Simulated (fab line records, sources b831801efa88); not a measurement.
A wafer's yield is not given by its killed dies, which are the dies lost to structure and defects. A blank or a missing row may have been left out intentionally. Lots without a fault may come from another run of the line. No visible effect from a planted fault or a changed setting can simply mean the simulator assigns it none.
One fault through the eyes of 2 desks + flow sky130 + each desk holds nothing but its own numbers, with what lay behind them at the end

== METROLOGY DESK ==
Means of the sampled wafers that have a number, per lot and without regard to the tool the lot ran on: this is what the gauges read. Any lot whose mean is over 4 standard deviations away from the usual mean is out of limits and marked OUT; that distance is given in the brackets.
Columns: A = CAPM_TIN_RS at SKY_CAPM_RS_MEAS_03, usual 6.89 ohm/sq
| lot  | first seen here | A    |
|------|-----------------|------|
| L811 | day 36 04:53    | 6.97 |
| L812 | day 36 18:04    | 6.84 |
| L813 | day 37 05:28    | 6.87 |
| L815 | day 37 17:48    | 6.98 |
| L816 | day 37 18:43    | 6.83 |
| L818 | day 38 11:15    | 6.88 |
| L819 | day 39 00:03    | 6.91 |
| L820 | day 39 01:37    | 6.99 |
| L821 | day 39 20:39    | 6.83 |
| L824 | day 40 11:56    | 6.84 |
| L834 | day 42 21:04    | 6.93 |
This desk's finding: nothing out of limits on any of the 11 lots.

== AT THE TOOL OWNER'S DESK: pvd_sputter-01 ==
The tool's own readings at SKY_METAL3_SPUTTER_02 (material AlCu, target thk 735 nm, time 39.1 s): means of the sampled wafers that have a number, for each lot that ran on this tool. Any lot whose mean is over 4 standard deviations away from the usual mean is out of limits and marked OUT; that distance is given in the brackets.
Columns: A = throttle_valve_pct at SKY_METAL3_SPUTTER_02, usual 30.2 %
| lot  | first seen here | A    |
|------|-----------------|------|
| L811 | day 36 04:32    | 29.9 |
| L813 | day 37 05:08    | 30.5 |
| L816 | day 37 18:22    | 30.0 |
| L818 | day 38 10:58    | 29.7 |
| L819 | day 38 23:44    | 29.9 |
| L820 | day 39 01:17    | 30.6 |
| L821 | day 39 20:19    | 29.9 |
This desk's finding: nothing out of limits on any of the 7 lots.

== BROUGHT TOGETHER ==
Metrology desk: nothing out of limits seen.
Nothing out of limits was seen by the tool owner's desk.

== WHAT THE SIMULATOR PUT IN ==
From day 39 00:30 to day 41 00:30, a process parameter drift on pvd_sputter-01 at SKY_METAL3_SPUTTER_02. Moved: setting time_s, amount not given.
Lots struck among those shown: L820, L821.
